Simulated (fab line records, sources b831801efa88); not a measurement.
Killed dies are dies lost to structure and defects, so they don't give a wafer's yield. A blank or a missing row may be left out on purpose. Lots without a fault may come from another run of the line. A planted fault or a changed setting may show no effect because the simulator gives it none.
One fault seen from 2 desks | flow gf180mcu | each desk has only its own numbers; what lay behind them comes last

THE METROLOGY DESK
What the gauges read, lot by lot, whatever tool the lot ran on: means of the sampled wafers that have a number. A lot is out of limits, marked OUT, if its mean lies more than 4 standard deviations from the usual mean; the brackets give that distance.
Columns: A = PSD_TW at GF_PSD_TW_MEAS_11, usual 3200; B = PSD_RS at GF_PSD_RS_MEAS_15, usual 108.53 ohm/sq
lot  | first seen here | A              | B
L523 | day 14 12:43    | 3192           | 108.80
L524 | day 14 22:41    | 3200           | 108.59
L525 | day 15 10:41    | 3178           | 108.97
L526 | day 15 17:28    | 3204           | 108.09
L529 | day 16 22:07    | 3183           | 108.95
L536 | day 19 11:25    | 3018 (-14) OUT | 122.50 (+48) OUT
L538 | day 19 22:49    | 3012 (-14) OUT | 123.01 (+50) OUT
L541 | day 21 00:05    | 3212           | 108.39
L542 | day 21 11:13    | 3215           | 108.46
L544 | day 21 20:25    | 3208           | 108.70
L545 | day 22 05:41    | 3212           | 108.68
This desk's finding: out of limits on L536, L538; first on L536, day 19 11:25 (PSD_TW at GF_PSD_TW_MEAS_11). In limits: L523, L524, L525, L526, L529, L541, L542, L544, L545.

THE TOOL OWNER'S DESK: implanter-03
The tool's own readings at GF_PSD_IMPLANT_09: means of the sampled wafers that have a number, for each lot that ran on this tool. A lot is out of limits, marked OUT, if its mean lies more than 4 standard deviations from the usual mean; the brackets give that distance.
Columns: A = beam_on_s at GF_PSD_IMPLANT_09, usual 9.99 s; B = faraday_current_uA at GF_PSD_IMPLANT_09, usual 8261
lot  | first seen here | A              | B
L523 | day 14 12:28    | 10.12          | 8147
L525 | day 15 10:26    | 9.97           | 8283
L526 | day 15 17:13    | 9.92           | 8297
L529 | day 16 21:52    | 10.05          | 8192
L536 | day 19 11:10    | 7.70 (-11) OUT | 10688 (+14) OUT
L538 | day 19 22:35    | 7.61 (-11) OUT | 10833 (+15) OUT
This desk's finding: out of limits on L536, L538; first on L536, day 19 11:10 (beam_on_s at GF_PSD_IMPLANT_09). In limits: L523, L525, L526, L529.

PUT TOGETHER
The tool owner's desk could have raised an alarm at day 19 11:10, on L536, L538.
The metrology desk could have raised an alarm at day 19 11:25, on L536, L538.
Of the lots named, all ran GF_PSD_IMPLANT_09 on implanter-03.

WHAT THE SIMULATOR HAD PUT IN
Process parameter drift: implanter-03, from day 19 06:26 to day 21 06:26, at GF_PSD_IMPLANT_09. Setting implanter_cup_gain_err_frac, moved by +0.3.
Lots struck among those shown: L536, L538.
Hours from the fault's start to each desk's first reading out of limits: the tool owner's desk, 5; the metrology desk, 5.
